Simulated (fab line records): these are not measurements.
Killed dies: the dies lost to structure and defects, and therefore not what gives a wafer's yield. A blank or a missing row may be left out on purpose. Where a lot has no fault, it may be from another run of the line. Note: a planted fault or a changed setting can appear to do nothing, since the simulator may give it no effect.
Which of the tools did it? -- flow gf180mcu -- 13 lots with 39 wafers sampled at 4 steps, on a route of 602 steps

## WHAT EACH GAUGE READ, for each wafer
GF_MIM_RS_MEAS_10: the measuring method here is four-point-probe.
lot,measured,on,MIM_ALCU_RS (ohm/sq)
L106,day 25 00:02,film metro-01,0.1575 0.1586 0.1599
L107,day 25 04:13,film metro-03,0.1612 0.1614 0.1609
L109,day 26 08:41,film metro-02,0.1590 0.1568 0.1577
L110,day 26 18:37,film metro-01,0.1601 0.1597 0.1582
L111,day 27 06:52,film metro-02,0.1578 0.1597 0.1590
L114,day 27 21:23,film metro-03,0.1601 0.1592 0.1610
L116,day 28 05:44,film metro-01,0.1611 0.1587 0.1606
L115,day 28 12:01,film metro-01,0.1632 0.1614 0.1623
L119,day 29 03:43,film metro-01,0.1657 0.1640 0.1655
L120,day 29 12:52,film metro-02,0.1632 0.1634 0.1631
L123,day 30 09:01,film metro-01,0.1636 0.1608 0.1623
L125,day 31 02:37,film metro-02,0.1620 0.1625 0.1630
L128,day 31 22:25,film metro-03,0.1619 0.1623 0.1615

GF_V5_OVL_MEAS_15.
lot,measured,on,V5_OVL (nm)
L106,day 27 16:59,overlay-01,6 6 7
L107,day 27 21:29,overlay-01,-4 6 0
L109,day 28 23:51,overlay-02,3 -3 3
L110,day 29 08:44,overlay-01,1 -8 -9
L111,day 29 18:30,overlay-02,6 19 13
L114,day 30 08:47,overlay-02,2 11 7
L116,day 30 17:26,overlay-01,15 3 8
L115,day 30 22:16,overlay-01,3 7 13
L119,day 31 14:42,overlay-01,-8 6 -7
L120,day 31 21:49,overlay-02,8 10 5
L123,day 32 15:52,overlay-02,6 3 5
L125,day 33 07:41,overlay-02,-9 -4 -6
L128,day 34 00:57,overlay-02,0 5 0

## TOOL THAT RAN EACH LOT (tool first, then ch and the chambers of the sampled wafers, then the start)
lot,GF_V1_SPUTTER_21,GF_M5_STRIP_11
L106,"pvd sputter-04, day 18 12:28","plasma asher-01 ch 0,1, day 26 19:43"
L107,"pvd sputter-01, day 18 18:23","plasma asher-02 ch 0,1, day 26 23:55"
L109,"pvd sputter-01, day 20 03:44","plasma asher-01 ch 0,1, day 28 02:18"
L110,"pvd sputter-01, day 20 13:15","plasma asher-01 ch 0,1, day 28 12:04"
L111,"pvd sputter-02, day 21 04:20","plasma asher-01 ch 0,1, day 28 22:16"
L114,"pvd sputter-01, day 21 21:59","plasma asher-01 ch 0,1, day 29 13:28"
L116,"pvd sputter-04, day 22 08:19","plasma asher-01 ch 0,1, day 29 21:19"
L115,"pvd sputter-01, day 22 13:47","plasma asher-04 ch 0,1, day 30 02:46"
L119,"pvd sputter-02, day 23 11:08","plasma asher-04 ch 0,1, day 30 18:51"
L120,"pvd sputter-04, day 23 20:47","plasma asher-01 ch 0,1, day 31 03:04"
L123,"pvd sputter-02, day 24 19:53","plasma asher-04 ch 0,1, day 31 21:37"
L125,"pvd sputter-02, day 25 16:07","plasma asher-04 ch 0,1, day 32 13:56"
L128,"pvd sputter-01, day 26 16:41","plasma asher-04 ch 0,1, day 33 07:58"
- GF_V1_SPUTTER_21: material Ti, target thk 15 nm, time 80.02 s.
- GF_M5_STRIP_11: strips in O2/N2.

## WHAT THE TOOLS THEMSELVES READ (means of the sampled wafers that have a number; where no wafer has one, the mark that the record gives instead)
GF_V1_SPUTTER_21.
lot,tool,throttle valve pct (%)
L106,pvd sputter-04,29.8
L107,pvd sputter-01,30.7
L109,pvd sputter-01,30.7
L110,pvd sputter-01,29.9
L111,pvd sputter-02,30.8
L114,pvd sputter-01,29.9
L116,pvd sputter-04,29.7
L115,pvd sputter-01,30.1
L119,pvd sputter-02,30.2
L120,pvd sputter-04,30.3
L123,pvd sputter-02,30.9
L125,pvd sputter-02,31.2
L128,pvd sputter-01,29.8

GF_M5_STRIP_11.
lot,tool,drypump motor current A (A),heater power w (W),oes product au (a.u.),strip time to endpoint s (s)
L106,plasma asher-01,5.2,294,0.548,7.49
L107,plasma asher-02,6.1,324,0.545,7.53
L109,plasma asher-01,5.0,306,0.544,7.53
L110,plasma asher-01,5.0,303,0.542,7.52
L111,plasma asher-01,5.0,300,0.543,7.56
L114,plasma asher-01,5.2,293,0.541,7.51
L116,plasma asher-01,5.0,299,0.542,7.57
L115,plasma asher-04,5.6,372,0.545,7.56
L119,plasma asher-04,6.0,380,0.541,7.48
L120,plasma asher-01,5.0,301,0.540,7.48
L123,plasma asher-04,6.0,386,0.551,7.55
L125,plasma asher-04,6.0,386,0.542,7.54
L128,plasma asher-04,5.6,367,0.543,7.51

## THE ANSWER, worked out from the rows above alone
Rule: the usual values come from the lots themselves. The widest of any qualifying gaps counts: lots, ordered by their means at a reading, are off when they make up no more than a third of the lots, leave a main group of 4 or more, and stand apart from it by 3 or more times the standard deviation of that group's means. A main group is skipped when, at the precision printed for the reading in the tables above, its means are all equal. A lot without any number at a reading at which 4 lots or more have one is off too. All remaining lots with rows at the step are treated as sound. After the gauges, taken in route order, come the tools' own readings; for these a lot's mean is taken, as printed above. The first step at which some lot is off is used, and at that step the reading that is off furthest; a lot without a number counts as furthest.
No lot is off on any of the readings shown, so nothing can be concluded from this.

## WHAT THE SIMULATOR PUT IN
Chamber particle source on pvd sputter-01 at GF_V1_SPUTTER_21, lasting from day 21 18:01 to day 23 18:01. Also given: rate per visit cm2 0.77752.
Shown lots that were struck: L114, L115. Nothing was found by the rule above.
